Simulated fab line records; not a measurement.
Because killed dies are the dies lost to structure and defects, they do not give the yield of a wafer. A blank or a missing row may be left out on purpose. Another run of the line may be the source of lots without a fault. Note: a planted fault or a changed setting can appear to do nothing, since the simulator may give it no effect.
One fault through the eyes of 2 desks -- flow sky130 -- every desk sees just its own numbers, and what lay behind them comes last

== AT THE METROLOGY DESK ==
Lot by lot, what the gauges showed, no matter which tool ran the lot: averages of those sampled wafers that carry a number. Any lot whose mean is over 4 standard deviations away from the usual mean is out of limits and marked OUT; that distance is given in the brackets.
Columns: A = SONOS_ONO_OXIDATION_THK at SKY_SONOS_ONO_THK_MEAS_01, usual 2.62 nm; B = cd nm at SKY_LDD_P_CD_MEAS_07, usual 380.2 nm; C = cd nm at SKY_METAL1_CD_MEAS_15, usual 140.1 nm; D = cd nm at SKY_VIA1_CD_MEAS_12, usual 149.7 nm
lot,first seen here,A,B,C,D
L382,day 11 04:34,2.62,375.3,140.6,148.9
L383,day 11 18:31,2.60,381.2,139.6,152.3
L384,day 12 07:08,2.63,378.3,137.5,147.4
L386,day 12 19:53,2.62,382.1,141.0,149.5
L389,day 13 16:42,2.20 (-7.2) OUT,380.7,139.9,148.7
L390,day 14 03:48,2.24 (-6.5) OUT,384.4,140.1,150.5
L395,day 15 19:44,2.59,379.1,142.7,150.0
L398,day 16 14:13,2.78,384.0,142.0,148.6
L401,day 17 15:47,2.61,380.1,140.5,147.3
L402,day 17 23:11,2.61,382.8,139.3,153.7
L403,day 18 04:24,2.53,381.1,140.7,149.9
L404,day 18 22:01,2.68,379.5,142.1,146.9
L405,day 19 04:25,2.63,376.6,138.5,150.3
This desk finds L389, L390 out of limits, with the earliest case on L389 at day 13 16:42 (SONOS_ONO_OXIDATION_THK at SKY_SONOS_ONO_THK_MEAS_01). L382, L383, L384, L386, L395, L398, L401, L402, L403, L404, L405: within limits.

== DESK OF THE TOOL OWNER: furnace-02 ==
The tool's own readings at SKY_SONOS_ONO_OXIDATION_00 (stabilise 600 s, purge 300 s, target thk 2.6 nm): means of the sampled wafers that have a number, for each lot that ran on this tool. Any lot whose mean is over 4 standard deviations away from the usual mean is out of limits and marked OUT; that distance is given in the brackets.
Columns: A = ox temp c at SKY_SONOS_ONO_OXIDATION_00, usual 800.0 C; B = zone power lower pct at SKY_SONOS_ONO_OXIDATION_00, usual 13.91 %
lot,first seen here,A,B
L382,day 11 03:13,799.8,13.87
L383,day 11 17:09,800.4,13.99
L384,day 12 05:47,800.0,13.96
L386,day 12 18:32,800.1,13.85
L389,day 13 15:20,800.2,13.94
L390,day 14 02:27,800.4,13.89
L398,day 16 12:51,800.4,13.97
L401,day 17 14:26,800.2,13.87
L403,day 18 03:02,800.1,13.93
L404,day 18 20:40,800.4,13.75
L405,day 19 03:04,800.1,13.90
This desk's finding: nothing out of limits on any of the 11 lots.

== PUT TOGETHER ==
Metrology desk: alarm possible at day 13 16:42 on L389, L390.
Nothing out of limits was seen by the tool owner's desk.
On record at the tool owner's desk: L389, L390, within its limits.
SKY_SONOS_ONO_OXIDATION_00 was run on furnace-02 by each of the lots named.

== WHAT WAS PUT IN BY THE SIMULATOR ==
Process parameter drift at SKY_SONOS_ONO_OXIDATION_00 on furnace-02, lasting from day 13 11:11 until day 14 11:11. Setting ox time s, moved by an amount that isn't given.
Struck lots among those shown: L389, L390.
Time in hours between the start of the fault and the first out-of-limits reading at each desk: metrology desk, 6.
